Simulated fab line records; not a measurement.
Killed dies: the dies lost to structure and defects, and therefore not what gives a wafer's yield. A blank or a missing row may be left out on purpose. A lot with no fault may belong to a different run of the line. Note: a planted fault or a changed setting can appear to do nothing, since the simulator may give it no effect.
Matching of chambers | flow sky130 | SKY_VIA2_CMP_02 on cmp-01: 4 sister chambers
The step polishes SiO2. 4 wafers are shown with their chamber, then 8 later ones without.

EACH WAFER AND ITS CHAMBER
wafer  | chamber | motor-current-A (A)
L762.1 | 1       | 12.0
L762.3 | 3       | 13.7
L762.4 | 0       | 11.0
L773.2 | 2       | 11.9

WAFERS MISSING THEIR CHAMBER
wafer  | motor-current-A (A)
L773.5 | 14.3
L773.6 | 12.7
L775.3 | 10.6
L775.4 | 14.6
L775.5 | 14.5
L776.1 | 13.9
L776.3 | 11.3
L776.4 | 13.0

CHAMBER TAKEN BY EACH
wafer  | from the rows above               | in truth
L773.5 | 3                                 | 3
L773.6 | can't be placed: 1 or 2 or 3 or 0 | 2
L775.3 | can't be placed: 0 or 2 or 1      | 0
L775.4 | 3                                 | 3
L775.5 | 3                                 | 3
L776.1 | 3                                 | 3
L776.3 | can't be placed: 0 or 2 or 1      | 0
L776.4 | can't be placed: 3 or 1 or 2      | 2
4 of 8 placed correctly. Can't be placed from these rows: 4 (the true chamber is among the candidates in 4). Wrongly placed: 0.
How it was worked out, from the rows above alone: a wafer's distance from a chamber is the root of the sum, over the readings, of the square of ((its reading less the chamber's mean) divided by the reading's scatter). The wafer belongs to the nearest chamber; if the next one is less than 2 further off, it can't be placed. A chamber's mean is the mean of its shown wafers. The scatter: with one shown wafer a chamber, the root of the mean of the squares of how far each hidden wafer lies from its nearest shown one.
